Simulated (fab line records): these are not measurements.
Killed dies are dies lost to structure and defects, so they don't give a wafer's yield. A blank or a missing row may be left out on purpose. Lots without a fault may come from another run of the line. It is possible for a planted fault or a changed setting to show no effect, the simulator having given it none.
Comparing a struck lot with a sound one    flow sky130    43 out of 708 route steps
Sound: wafers L818.1, L818.2, L818.5. Wafers L831.2, L831.3, L831.5 were the ones struck. The cause is named last.
Each step with rows lists, per side, the tool, then ch with its chambers, then its first start. Under that, the readings that differ: sound wafers    struck wafers    difference of the means    sigmas: that difference in standard deviations of wafers without a fault.
alike: same words and numbers on both sides, and readings whose means sit less than 2 such deviations apart. not compared: any withheld reading, any reading some wafer has no value for, any bound like >300 that may hide the same value, and any number with overlapping values for which the record gives no deviation.
Wherever a step has rows on one side only, a row that says differs or no value, or a row with sigmas, the two part there. Numbers that have no deviation but don't overlap get no sigmas and don't part them. A reading missing from all wafers of one side parts the sides only when that side holds two or more wafers.

first, 3 steps without rows for these wafers: SKY_FIELD_ISO_CLEAN_20 (cleans in dHF, time 20 s); SKY_FIELD_ISO_WET_ETCH_21 (etches SiO2 in dHF, target depth 20 nm, time 400 s); SKY_FIELD_ISO_OXIDATION_22 (stabilise 600 s, purge 300 s, target thk 10 nm).
SKY_FIELD_ISO_THK_MEAS_23:
  sound: film metro-01 at day 2 16:52; struck: film metro-03 at day 5 12:02
reading                          sound              struck          difference  sigmas
FIELD_ISO_OXIDATION_01_THK (nm)  10.22 10.21 10.05  9.74 9.76 9.58  -0.47       -3
then, 1 step without rows for these wafers: SKY_FIELD_ISO_CVD_24 (deposits SiO2, target thk 595 nm, time 99.2 s).
SKY_FIELD_ISO_THK_MEAS_25:
  sound: film metro-04 at day 2 17:00; struck: film metro-01 at day 5 12:10
  alike: FIELD_ISO_CVD_24_THK
then, 1 step without rows for these wafers: SKY_FIELD_ISO_ANNEAL_26 (time 1800 s).
SKY_FIELD_ISO_CMP_27: polishes, stops on Si3N4, t overpolish 16 s, target thk 457.8 nm.
  sound on cmp-01 ch 0,2, day 2 19:22; struck on cmp-02 ch 0,1,2, day 5 13:49
  alike: motor current A, overpolish run s, time to endpoint s
then, 4 steps without rows for these wafers: SKY_FIELD_ISO_WET_ETCH_28 (etches SiO2 in dHF, target depth 23.7 nm, time 47 s); SKY_FIELD_ISO_WET_ETCH_29 (etches Si3N4 in H3PO4, target depth 160 nm, time 1825 s); SKY_FIELD_ISO_WET_ETCH_30 (etches SiO2 in dHF, target depth 25 nm, time 50 s); SKY_NWELL_CLEAN_00 (cleans in SC1/SC2, time 150 s).
SKY_NWELL_OXIDATION_01: stabilise 600 s, purge 300 s, target thk 10 nm.
  sound on furnace-01 ch 0, day 2 20:44; struck on furnace-01 ch 0, day 5 15:38
  alike: spike tc lower C, zone power upper pct
SKY_NWELL_THK_MEAS_02:
  sound: film metro-03 at day 2 22:07; struck: film metro-01 at day 5 17:02
reading                   sound           struck             difference  sigmas
NWELL_OXIDATION_THK (nm)  9.51 9.65 9.47  10.47 10.54 10.51  +0.96       +4
then, 8 steps without rows for these wafers: SKY_DNWELL_DEHYDRATE_00 (time 60 s); SKY_DNWELL_HMDS_01 (prime time 60 s); SKY_DNWELL_COAT_02 (resist thk 3000 nm); SKY_DNWELL_SOFTBAKE_03; SKY_DNWELL_EXPOSE_04 (exposes mask DNM, target cd 3000 nm); SKY_DNWELL_PEB_05; SKY_DNWELL_DEVELOP_06 (develop time 60 s); SKY_DNWELL_IMPLANT_07.
SKY_DNWELL_STRIP_08: strips in O2/N2.
  sound on plasma asher-01 ch 0,1, day 3 14:02; struck on plasma asher-01 ch 1, day 6 11:38
  alike: drypump motor current A, oes product au, strip time to endpoint s
  not compared: rf hours counter h
SKY_DNWELL_TW_MEAS_09:
  sound: film metro-03 at day 3 14:08; struck: film metro-02 at day 6 11:44
  alike: DNWELL_TW
then, 7 steps without rows for these wafers: SKY_PWDE_DEHYDRATE_00 (time 60 s); SKY_PWDE_HMDS_01 (prime time 60 s); SKY_PWDE_COAT_02 (resist thk 3050 nm); SKY_PWDE_SOFTBAKE_03; SKY_PWDE_EXPOSE_04 (exposes mask PWDEM, target cd 840 nm); SKY_PWDE_PEB_05; SKY_PWDE_DEVELOP_06 (develop time 60 s).
SKY_PWDE_OVL_MEAS_07:
  sound: overlay-01 at day 4 06:20; struck: overlay-02 at day 7 07:37
reading        sound           struck       difference  sigmas
PWDE_OVL (nm)  -1.3 -2.0 -1.8  1.5 0.0 2.5  +3.0        +2
after that, 1 step had no rows for these wafers: SKY_PWDE_IMPLANT_08.
SKY_PWDE_STRIP_09: strips in O2/N2.
  sound on plasma asher-02 ch 0,1, day 4 06:31; struck on plasma asher-01 ch 0,1, day 7 07:47
  alike: drypump motor current A, oes product au, strip time to endpoint s
  not compared: rf hours counter h
SKY_PWDE_TW_MEAS_10:
  sound: film metro-03 at day 4 06:37; struck: film metro-02 at day 7 07:54
  alike: PWDE_TW
then, 7 steps without rows for these wafers: SKY_NWELL_DEHYDRATE_03 (time 60 s); SKY_NWELL_HMDS_04 (prime time 60 s); SKY_NWELL_COAT_05 (resist thk 3000 nm); SKY_NWELL_SOFTBAKE_06; SKY_NWELL_EXPOSE_07 (exposes mask NWM, target cd 840 nm); SKY_NWELL_PEB_08; SKY_NWELL_DEVELOP_09 (develop time 60 s).
-- the record jumps here: 42 days lie between the struck wafers' starts before and after (it left off in module NWELL and takes up again in module PAD_OPEN, whose first step shown is number 708 of the route) --
SKY_PAD_OPEN_PROBE_99:
  only the struck wafers here have rows in the record (prober-01, day 49 17:13); the sound ones have none

WHERE THEY PART
Earliest at SKY_FIELD_ISO_THK_MEAS_23; latest, in this record, at SKY_PAD_OPEN_PROBE_99.

WHY: what the simulator had put in
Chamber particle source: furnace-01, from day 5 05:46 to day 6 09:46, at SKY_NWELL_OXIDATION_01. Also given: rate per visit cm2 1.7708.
